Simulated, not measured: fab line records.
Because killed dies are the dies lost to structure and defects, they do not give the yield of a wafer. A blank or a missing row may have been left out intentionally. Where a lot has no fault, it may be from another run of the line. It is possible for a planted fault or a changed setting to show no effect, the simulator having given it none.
fab line records	flow sky130
record lots=6	wafers=18	last_day=49
route steps=708 shown LOCAL_INTERCONNECT@388 PAD_OPEN@708
lots that met no fault: taken from a fault-free run of the same line
start_h: start of the lot's first displayed wafer, in hours after the record's first day	wait_h: how many hours have passed since the lot's step before this one	" same as the row above	L1.1+2: a single row standing in for several wafers	- no value, or no start given	* or withheld: withheld	< > ~ a bound
route shown NAME@n: a module of which the file shows steps, and the number in the route of the first	usual: mean and standard deviation over wafers with no fault	same: alike in all rows	chamber/n: place in a boat	sites: readings site by site	_std_site: the values' standard deviation	_edge_site: inner sites' mean taken away from outer sites' mean	radius_mm: how far each site lies from the wafer's centre	mask NAME#n: copy n	behind: the tool/chamber that last shaped the wafer	hold: why the lot went on hold/how many hours it stayed there/how the hold came to an end	device: the n, p or np transistor that did not switch	end of line: at the end of the route, the tests of the same wafers	where a step has no rows: the recipe by itself	killed: dies lost to structure and defects at the first sort, not the wafer's yield	map: a wafer's dies, marking killed ones x, the rest . and places with no die _
set.NAME: setting as actually run; set.NAME@STEP: the setting as run at that earlier step	model.NAME: the simulator's own value behind a step, which no gauge read
lots seen at some steps along the route; tables by step, rows by wafer
services: when a tool's chamber went out of use (start_h, in hours from the record's first day, below 0 if earlier), for how many hours, and the reason
## steps
# step SKY_LOCAL_INTERCONNECT_RS_MEAS_01
# recipe thk_meas_gauge=four-point-probe	reads=TiN_of_LOCAL_INTERCONNECT_SPUTTER_00
# usual LOCAL_INTERCONNECT_TIN_RS=14.16/0.16
lot.wafer	tool	chamber	start_h	wait_h	LOCAL_INTERCONNECT_TIN_RS[ohm/sq]
L828.1	film_metro-04	-	678.47	0.0	14.11
L828.2	"	-	"	"	14.12
L828.6	"	-	"	"	14.18
L829.1	film_metro-01	-	679.65	0.0	14.04
L829.2	"	-	"	"	14.16
L829.5	"	-	"	"	14.00
L833.2	film_metro-04	-	732.01	0.1	14.13
L833.3	"	-	"	"	14.06
L833.4	"	-	"	"	14.13
L834.2	film_metro-01	-	735.36	0.1	14.39
L834.4	"	-	"	"	14.19
L834.5	"	-	"	"	14.19
L842.4	film_metro-01	-	796.84	0.1	13.94
L842.5	"	-	"	"	13.94
L842.6	"	-	"	"	14.07
L846.2	film_metro-01	-	819.81	0.1	14.29
L846.3	"	-	"	"	14.21
L846.4	"	-	"	"	14.30
# step SKY_LOCAL_INTERCONNECT_THK_MEAS_02
# recipe thk_meas_gauge=xrf	reads=TiN_of_LOCAL_INTERCONNECT_SPUTTER_00
# usual LOCAL_INTERCONNECT_TIN_THK=99.6/1.2
lot.wafer	tool	chamber	start_h	wait_h	LOCAL_INTERCONNECT_TIN_THK[nm]
L828.1	film_metro-04	-	678.59	0.1	99.4
L828.2	"	-	"	"	100.2
L828.6	"	-	"	"	99.9
L829.1	film_metro-01	-	679.77	0.1	101.8
L829.2	"	-	"	"	100.6
L829.5	"	-	"	"	101.8
L833.2	film_metro-04	-	732.12	0.1	99.6
L833.3	"	-	"	"	100.0
L833.4	"	-	"	"	99.8
L834.2	film_metro-01	-	735.47	0.1	98.6
L834.4	"	-	"	"	99.8
L834.5	"	-	"	"	99.3
L842.4	film_metro-01	-	796.93	0.1	100.9
L842.5	"	-	"	"	100.9
L842.6	"	-	"	"	100.3
L846.2	film_metro-01	-	819.92	0.1	99.0
L846.3	"	-	"	"	99.5
L846.4	"	-	"	"	98.9
# step SKY_LOCAL_INTERCONNECT_DEHYDRATE_03
# recipe temp_c=200	time_s=60
# step SKY_LOCAL_INTERCONNECT_HMDS_04
# recipe prime_time_s=60	prime_temp_c=120
# step SKY_LOCAL_INTERCONNECT_COAT_05
# recipe resist=BARC	temp_c=withheld	time_s=withheld	spin_rpm=3000	resist_thk_nm=60
# step SKY_LOCAL_INTERCONNECT_COAT_06
# recipe resist=KrF-thick	spin_rpm=3000	resist_thk_nm=444
# step SKY_LOCAL_INTERCONNECT_SOFTBAKE_07
# recipe temp_c=100	time_s=90	resist=KrF-thick
# step SKY_LOCAL_INTERCONNECT_EXPOSE_08
# recipe mask_id=LI1M	na=0.8	source_shape=annular	sigma_inner=0.55	sigma_outer=0.85	target_cd_nm=170	dose_mj=28
# step SKY_LOCAL_INTERCONNECT_PEB_09
# recipe peb_temp_c=withheld	peb_time_s=withheld	resist=KrF-thick
# step SKY_LOCAL_INTERCONNECT_DEVELOP_10
# recipe develop_time_s=60	resist=KrF-thick	dev_temp_c=21
# step SKY_LOCAL_INTERCONNECT_CD_MEAS_11
# recipe target_cd_nm=170
# usual cd_nm=170.0/1.5
lot.wafer	tool	chamber	start_h	wait_h	cd_nm
L828.1	cd_sem-01	-	705.69	-	169.1
L828.2	"	-	"	"	168.8
L828.6	"	-	"	"	169.6
L829.1	cd_sem-01	-	708.16	-	171.9
L829.2	"	-	"	"	172.0
L829.5	"	-	"	"	170.6
L833.2	cd_sem-01	-	759.41	-	169.4
L833.3	"	-	"	"	170.5
L833.4	"	-	"	"	170.1
L834.2	cd_sem-01	-	762.77	-	170.0
L834.4	"	-	"	"	169.1
L834.5	"	-	"	"	169.2
L842.4	cd_sem-02	-	823.06	-	171.8
L842.5	"	-	"	"	170.4
L842.6	"	-	"	"	170.9
L846.2	cd_sem-02	-	846.51	-	170.0
L846.3	"	-	"	"	168.9
L846.4	"	-	"	"	169.5
# step SKY_LOCAL_INTERCONNECT_OVL_MEAS_12
# usual LOCAL_INTERCONNECT_OVL=2/6.5
lot.wafer	tool	chamber	start_h	wait_h	LOCAL_INTERCONNECT_OVL[nm]
L828.1	overlay-01	-	705.81	0.1	1
L828.2	"	-	"	"	6
L828.6	"	-	"	"	5
L829.1	overlay-02	-	708.28	0.1	8
L829.2	"	-	"	"	6
L829.5	"	-	"	"	0
L833.2	overlay-01	-	759.51	0.1	10
L833.3	"	-	"	"	-12
L833.4	"	-	"	"	3
L834.2	overlay-02	-	762.87	0.1	-1
L834.4	"	-	"	"	-4
L834.5	"	-	"	"	-1
L842.4	overlay-02	-	823.14	0.1	14
L842.5	"	-	"	"	4
L842.6	"	-	"	"	15
L846.2	overlay-01	-	846.61	0.1	-4
L846.3	"	-	"	"	-2
L846.4	"	-	"	"	-10
# step SKY_LOCAL_INTERCONNECT_ETCH_13
# recipe chemistry=N2/H2	target=BARC	ion_energy_ev=200	bias_w=100	pressure_mtorr=30	n2_flow_sccm=100	h2_flow_sccm=200	icp_w=500	stop_on=SiO2	time_s=45.9	target_depth_a=600
# usual drypump_motor_current_A=5.5/0.53	oes_product_au=0.855/0.0047	throttle_valve_pct=13.226/0.01
# same time_s=45.9
lot.wafer	tool	chamber	start_h	wait_h	drypump_motor_current_A	oes_product_au	rf_hours_counter_h	throttle_valve_pct	model.KrF-thick_of_LOCAL_INTERCONNECT_COAT_06.thk_nm
L828.1	rie_metal-01	1	705.84	0.0	4.7	0.855	4.7	13.215	385.4
L828.2	"	0	"	"	5.9	0.858	1.5	13.227	382.9
L828.6	"	1	"	"	4.7	0.854	-	13.215	385.7
L829.1	rie_metal-03	0	708.31	0.0	6.0	0.858	1.9	13.223	385.9
L829.2	"	1	"	"	5.7	0.855	3.7	13.220	386.8
L829.5	"	0	"	"	6.0	0.856	-	13.234	386.4
L833.2	rie_metal-03	1	759.54	0.0	5.7	0.855	4.9	13.231	387.8
L833.3	"	0	"	"	6.0	0.853	-	13.216	387.2
L833.4	"	1	"	"	5.7	0.851	-	13.235	386.6
L834.2	rie_metal-03	0	762.90	0.0	6.0	0.859	3.3	13.224	387.6
L834.4	"	0	"	"	6.0	0.856	-	13.217	387.7
L834.5	"	1	"	"	5.7	0.851	-	13.238	387.3
L842.4	rie_metal-01	1	823.18	0.0	4.7	0.853	-	13.212	397.3
L842.5	"	0	"	"	5.9	0.856	-	13.233	396.2
L842.6	"	1	"	"	4.7	0.851	-	13.214	396.6
L846.2	rie_metal-01	1	846.64	0.0	4.7	0.859	9.5	13.215	395.4
L846.3	"	0	"	"	5.9	0.852	-	13.228	393.3
L846.4	"	1	"	"	4.7	0.868	-	13.230	395.6
# step SKY_LOCAL_INTERCONNECT_METAL_ETCH_14
# recipe target_depth_nm=110	stop_on=PSG	chemistry=Cl2/BCl3	target=TiN	resist_sidewall_deg=88	pressure_mtorr=10	icp_w=900	bias_w=48.5	Cl2_flow_sccm=60	bcl3_flow_sccm=30	time_s=31.4
# usual bcl3_flow_sccm=30.00/0.089	drypump_motor_current_A=5.5/0.53	oes_product_au=0.940/0.0078	throttle_valve_pct=21.902/0.0097
# same time_s=31.4
lot.wafer	tool	chamber	start_h	wait_h	bcl3_flow_sccm	drypump_motor_current_A	oes_product_au	rf_hours_counter_h	throttle_valve_pct	model.KrF-thick_of_LOCAL_INTERCONNECT_COAT_06.thk_nm
L828.1	rie_metal-01	1	705.91	0.0	29.86	4.7	0.950	4.7	21.905	341.7
L828.2	"	0	"	"	30.02	5.9	0.946	1.5	21.904	338.2
L828.6	"	1	"	"	29.93	4.7	0.938	-	21.908	342.3
L829.1	rie_metal-03	0	708.38	0.0	29.96	6.0	0.949	2.0	21.899	343.3
L829.2	"	1	"	"	29.93	5.7	0.940	3.8	21.897	344
L829.5	"	0	"	"	30.07	5.9	0.938	-	21.892	343.8
L833.2	rie_metal-03	1	759.61	0.0	30.07	5.7	0.936	4.9	21.906	344.4
L833.3	"	0	"	"	29.87	6.0	0.950	-	21.886	344
L833.4	"	1	"	"	29.94	5.7	0.938	-	21.884	343.6
L834.2	rie_metal-03	0	762.97	0.0	30.04	6.0	0.929	3.3	21.908	344.4
L834.4	"	0	"	"	30.16	6.0	0.941	-	21.908	344.3
L834.5	"	1	"	"	30.02	5.7	0.937	-	21.880	343.8
L842.4	rie_metal-01	1	823.24	0.0	29.94	4.7	0.875	-	21.940	353.5
L842.5	"	0	"	"	29.86	5.9	0.943	-	21.912	351.2
L842.6	"	1	"	"	30.02	4.7	0.869	-	21.950	352.5
L846.2	rie_metal-01	1	846.71	0.0	30.02	4.7	0.907	9.5	21.922	351.5
L846.3	"	0	"	"	30.15	5.9	0.935	-	21.915	348.2
L846.4	"	1	"	"	29.86	4.7	0.908	-	21.922	351.6
# step SKY_LOCAL_INTERCONNECT_STRIP_15
# recipe chemistry=O2/N2	power_w=1400	pressure_mtorr=1500	platen_temp_c=withheld	o2_flow_sccm=3000	n2_flow_sccm=300	overash_fraction=0.5
# usual drypump_motor_current_A=5.6/0.4	oes_product_au=0.425/0.0051	strip_time_to_endpoint_s=4.670/0.021
lot.wafer	tool	chamber	start_h	wait_h	drypump_motor_current_A	oes_product_au	rf_hours_counter_h	strip_time_to_endpoint_s
L828.1	plasma_asher-02	0	705.96	0.0	6.0	0.430	93	4.653
L828.2	"	1	"	"	6.1	0.428	93	4.620
L828.6	"	0	"	"	6.0	0.420	-	4.653
L829.1	plasma_asher-03	1	708.43	0.0	5.5	0.418	103	4.655
L829.2	"	0	"	"	4.8	0.430	103	4.678
L829.5	"	1	"	"	5.5	0.428	-	4.675
L833.2	plasma_asher-03	1	759.66	0.0	5.5	0.424	1	4.676
L833.3	"	0	"	"	4.8	0.426	-	4.669
L833.4	"	1	"	"	5.5	0.422	-	4.665
L834.2	plasma_asher-04	1	763.02	0.0	5.6	0.430	32	4.679
L834.4	"	0	"	"	5.3	0.421	-	4.688
L834.5	"	1	"	"	5.6	0.421	-	4.668
L842.4	plasma_asher-04	1	823.30	0.1	5.6	0.440	-	4.775
L842.5	"	1	"	"	5.6	0.429	-	4.752
L842.6	"	0	"	"	5.3	0.429	-	4.760
L846.2	plasma_asher-03	1	846.76	0.0	5.5	0.425	8	4.743
L846.3	"	0	"	"	4.8	0.433	-	4.716
L846.4	"	1	"	"	5.5	0.432	-	4.752
# step SKY_LOCAL_INTERCONNECT_STRIP_16
# recipe chemistry=post_etch_residue_remover	time_s=1200	temp_c=72.5
# step SKY_PAD_OPEN_PROBE_99
# usual killed_at_M0_to_M3=44/7.5	killed_at_M4_up=3.3/1.8	killed_at_contacts=25/5.9	killed_at_front_end=16/4.7	killed_at_other=0.3/0.52	killed_dies=89/9.9	killed_open=49/7.8	killed_short=40/5.8
# same gross_dies=492	killed_at_back_side=0
lot.wafer	tool	chamber	start_h	wait_h	killed_at_M0_to_M3	killed_at_M4_up	killed_at_contacts	killed_at_front_end	killed_at_other	killed_dies	killed_open	killed_short
L829.1	prober-02	-	1077.51	0.1	57	3	22	25	1	108	63	44
L829.2	prober-02	-	1077.56	0.1	56	4	19	16	0	95	40	55
L829.5	prober-02	-	1077.71	0.2	42	3	33	15	0	93	52	41
L842.4	prober-01	-	1162.94	0.2	41	7	102	12	0	162	50	43
L842.5	prober-01	-	1162.99	0.2	50	3	36	15	0	104	57	40
L842.6	prober-01	-	1163.04	0.2	27	7	93	19	0	146	38	43
L846.2	prober-01	-	1176.69	0.1	45	4	37	11	1	98	45	33
L846.3	prober-01	-	1176.74	0.2	50	2	31	9	0	92	47	41
L846.4	prober-01	-	1176.79	0.2	41	3	51	17	0	112	50	41
# killed by level:class
L829.1 VIA1:geometric_particle:open=12 VIA2:geometric_particle:open=11 FIELD_ISO:geometric_particle:short=10 VIA3:geometric_particle:open=10 CONTACT:geometric_particle:open=7 FIELD_ISO:geometric_particle:open=6 LI_CONTACT:geometric_particle:open=6 LI_CONTACT:geometric_particle:short=5
L829.2 METAL1:geometric_particle:short=13 VIA1:geometric_particle:open=9 VIA1:geometric_particle:short=7 VIA3:geometric_particle:open=6 LI_CONTACT:geometric_particle:open=6 CONTACT:geometric_particle:short=6 METAL2:geometric_particle:short=6 CONTACT:geometric_particle:open=5
L829.5 LI_CONTACT:geometric_particle:open=10 VIA1:geometric_particle:open=8 METAL2:geometric_particle:short=8 VIA2:geometric_particle:open=7 LOCAL_INTERCONNECT:geometric_particle:short=7 CONTACT:geometric_particle:open=7 SPACER:geometric_particle:open=5 CONTACT:geometric_particle:short=5
L842.4 LOCAL_INTERCONNECT:area_etch=69 CONTACT:geometric_particle:open=15 VIA1:geometric_particle:open=14 VIA2:geometric_particle:short=7 LOCAL_INTERCONNECT:geometric_particle:short=6 CONTACT:geometric_particle:short=5 METAL1:geometric_particle:short=5 VIA4:geometric_particle:open=4
L842.5 VIA1:geometric_particle:open=13 VIA3:geometric_particle:open=10 VIA1:geometric_particle:short=9 LI_CONTACT:geometric_particle:open=7 CONTACT:geometric_particle:short=7 CONTACT:geometric_particle:open=7 VIA2:geometric_particle:open=7 LOCAL_INTERCONNECT:area_etch=7
L842.6 LOCAL_INTERCONNECT:area_etch=65 LOCAL_INTERCONNECT:geometric_particle:short=7 CONTACT:geometric_particle:open=7 VIA1:geometric_particle:open=7 METAL4:geometric_particle:short=7 LI_CONTACT:geometric_particle:open=6 LI_CONTACT:geometric_particle:short=5 VIA1:geometric_particle:short=5
L846.2 LOCAL_INTERCONNECT:area_etch=20 VIA1:geometric_particle:open=15 CONTACT:geometric_particle:open=8 METAL1:geometric_particle:short=6 METAL2:geometric_particle:short=6 VIA1:geometric_particle:short=5 FIELD_ISO:geometric_particle:short=3 FIELD_ISO:geometric_particle:open=3
L846.3 LI_CONTACT:geometric_particle:open=11 VIA1:geometric_particle:open=10 VIA1:geometric_particle:short=10 LOCAL_INTERCONNECT:geometric_particle:short=7 CONTACT:geometric_particle:open=6 METAL1:geometric_particle:short=6 VIA3:geometric_particle:open=6 VIA2:geometric_particle:open=6
L846.4 LOCAL_INTERCONNECT:area_etch=21 CONTACT:geometric_particle:open=11 VIA1:geometric_particle:open=11 LI_CONTACT:geometric_particle:open=9 POLY_GATE:geometric_particle:short=7 METAL2:geometric_particle:short=7 LOCAL_INTERCONNECT:geometric_particle:short=6 VIA2:geometric_particle:open=6
# map L842.4 (x killed, . not)
__________....x....x_________
________.....xx.x..x.._______
______....x...x.xx......_____
_____.x.xx............x.x____
____...xx......x..x.......___
___.x..x...xxx.xxxx...x....__
__xxxxxxxx.xxx...x...x..x.xx_
_...xxx.x.xxxx.xx............
_x..x.xxxx.x..xxxx..xx.......
_...x.........x.xxxx.........
_.....x..x.......x.xxx.x.....
_...x.....x....x.x...........
_xx.x.x...x.xx..xxxx...x....x
_.....x...xx.xx.......x..xxx.
_.xx.x...x.x.........xx.xxxx.
__.x...x..x.xx..xx....xxxx.._
___...x..x.xxx.x..x....xx..__
____.x...xx.xx......x..xxx___
_____x.....x.xx.........x____
______.x..x......xx..x.._____
________..........xx.x_______
__________.x...x...._________
# map L846.4 (x killed, . not)
__________x..x......_________
________.x.....xx....x_______
______.....x.x...x.x...._____
_____...x....x...x.......____
____............x....x...x___
___.x.xx.....x....x........__
__...x..x.x..x.x...........x_
_xx..x.x......x.....x..xx....
_......x...xx..x.............
_.....................x.....x
_...x.x...x...x.x...x....x...
_.........x...xx.....xx...xxx
_..x.............x..x...x....
_x.......xxxx..x...x...x...x.
_..xx..........x...x.x..x..xx
__xx.....x.x...x..x........x_
___.x....xxxx.x...x....x...__
____...x.xx......x.......x___
_____.xx.xxxx...x.......x____
______xx..x........x...._____
________.............._______
__________.x.x....x._________
## services
tool	chamber	start_h	hours	kind
rie_metal-03	-	683.37	1.2	repair
plasma_asher-04	-	700.29	14.6	pm
rie_metal-01	-	700.57	0.7	repair
plasma_asher-03	-	718.22	13.1	repair
plasma_asher-03	-	733.75	9.0	pm
plasma_asher-03	0	733.75	9.0	vent_cycle
plasma_asher-03	1	733.75	9.0	vent_cycle
plasma_asher-03	0	742.75	-	clean
plasma_asher-03	1	742.75	-	clean
plasma_asher-02	-	757.55	0.7	repair
rie_metal-01	-	759.48	14.6	pm
rie_metal-03	1	802.63	4.2	repair
plasma_asher-03	-	810.69	14.6	pm
## key
first_sign step=SKY_LOCAL_INTERCONNECT_METAL_ETCH_14	reading=oes_product_au	direction=down	sigmas=4.4	usual=0.940	struck=0.906	wafers_moved=4
effect step=SKY_LOCAL_INTERCONNECT_STRIP_15	reading=strip_time_to_endpoint_s	direction=up	sigmas=3.8	usual=*	struck=*
effect step=SKY_PAD_OPEN_PROBE_99	reading=killed_at_contacts	direction=up	sigmas=5.6	usual=25	struck=58	wafers_moved=4
model_effect step=SKY_LOCAL_INTERCONNECT_ETCH_13	value=KrF-thick_of_LOCAL_INTERCONNECT_COAT_06.thk_nm	without=386.9	struck=395.7
model_effect step=SKY_LOCAL_INTERCONNECT_METAL_ETCH_14	value=KrF-thick_of_LOCAL_INTERCONNECT_COAT_06.thk_nm	without=342.6	struck=351.4
more_kills_born_at SKY_LOCAL_INTERCONNECT_ETCH_13@rie_metal-01=186
met_at SKY_LOCAL_INTERCONNECT_ETCH_13
struck_wafers L842.4,L842.5,L842.6,L846.2,L846.3,L846.4
tester_left_out L842,L846
onset_between 705.84 823.18
also_fits time
fault kind=process_parameter_drift	tool=rie_metal-01	chamber=-	onset_h=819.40	steps=SKY_LOCAL_INTERCONNECT_ETCH_13	channel=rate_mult	offset=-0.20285	shape=step	end_h=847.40
# tester_left_out: of these lots the tester's yield and bins aren't shown, on N5 and GAA mostly nor the transistor test; their killed dies are dies lost to structure and defects alone, not to doping, threshold or leakage, so they don't give the yield
